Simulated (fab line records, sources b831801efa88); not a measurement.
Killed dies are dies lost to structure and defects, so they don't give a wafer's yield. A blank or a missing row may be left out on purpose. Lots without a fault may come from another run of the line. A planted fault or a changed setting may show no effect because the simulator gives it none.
Split-lot experiment | flow gf180mcu | 5 lots, 23 wafers read, on a route of 602 steps

THE SPLIT
At GF_V4_COAT_09 (resist thk 1000 nm), the setting resist_thk_nm was moved away from the recipe's 1000 nm on 5 of the 23 wafers read, by -1.9% to +2.4%. The other wafers ran this setting at the recipe's value.

The reading is taken at the split's own step.

THE READING
KrF_of_V4_COAT_09.thk_nm (the simulator's own value, which no gauge read), in nm, at GF_V4_COAT_09 (resist thk 1000 nm). The file gives no usual value for it. The 18 wafers here that ran the recipe average 1002.1 nm, standard deviation 2.9 nm.

wafer  | tool, chamber at the split | resist_thk_nm as run, nm | against the recipe | KrF_of_V4_COAT_09.thk_nm, nm | against lot-mates on the recipe
L076.2 | litho_track-04, 0          | 1000                     | recipe             | 1004                         | -
L076.3 | litho_track-04, 0          | 1000                     | recipe             | 999.5                        | -
L076.4 | litho_track-04, 0          | 1000                     | recipe             | 1002                         | -
L076.5 | litho_track-04, 0          | 1000                     | recipe             | 1001                         | -
L076.6 | litho_track-04, 0          | 1000                     | recipe             | 1001                         | -
L077.1 | litho_track-04, 0          | 1000                     | recipe             | 1006                         | -
L077.2 | litho_track-04, 0          | 1000                     | recipe             | 1006                         | -
L077.6 | litho_track-04, 0          | 1000                     | recipe             | 1005                         | -
L080.1 | litho_track-03, 0          | 1000                     | recipe             | 1006                         | -
L080.3 | litho_track-03, 0          | 1000                     | recipe             | 1006                         | -
L080.2 | litho_track-03, 0          | 1000                     | recipe             | 1001                         | -
L080.5 | litho_track-03, 0          | 1000                     | recipe             | 1002                         | -
L080.6 | litho_track-03, 0          | 1000                     | recipe             | 1004                         | -
L082.1 | litho_track-01, 0          | 981.1                    | -1.9%              | 980.7                        | -17.9
L082.2 | litho_track-01, 0          | 1000                     | recipe             | 996.2                        | -
L082.3 | litho_track-01, 0          | 981.1                    | -1.9%              | 979.2                        | -19.4
L082.5 | litho_track-01, 0          | 1000                     | recipe             | 1001                         | -
L082.6 | litho_track-01, 0          | 981.1                    | -1.9%              | 977.7                        | -20.9
L084.1 | litho_track-03, 0          | 1024                     | +2.4%              | 1023                         | +23.9
L084.2 | litho_track-03, 0          | 1000                     | recipe             | 999.2                        | -
L084.3 | litho_track-03, 0          | 1000                     | recipe             | 998.3                        | -
L084.5 | litho_track-03, 0          | 1000                     | recipe             | 999.8                        | -
L084.6 | litho_track-03, 0          | 1024                     | +2.4%              | 1024                         | +24.9

THE FIT
A straight line over all 23 wafers: KrF_of_V4_COAT_09.thk_nm changes by +10.4 nm for each +1% of resist_thk_nm; r = +0.96; the points scatter about the line by 3.1 nm.
The same after taking each lot's own level away (the mean of its wafers on the recipe; 23 wafers): +10.2 nm for each +1%; r = +0.99; scatter 1.5 nm.
On that fit, the largest move of resist_thk_nm shifts the reading by 25 nm.
The lots' own levels span 998.60 to 1005.67 nm, that is 2.4 times the standard deviation above.
So the lot-to-lot level changes the slope little: the two slopes agree.
Check: with one of the wafers moved furthest among these (+2.4%) left out of the fit, the line predicts +24.8 nm for it against its lot-mates. It came out at +23.9 nm against them.

THE FILE'S OWN FIT
KrF_of_V4_COAT_09.thk_nm changes by +10.2 nm for each +1% of resist_thk_nm, r = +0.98.
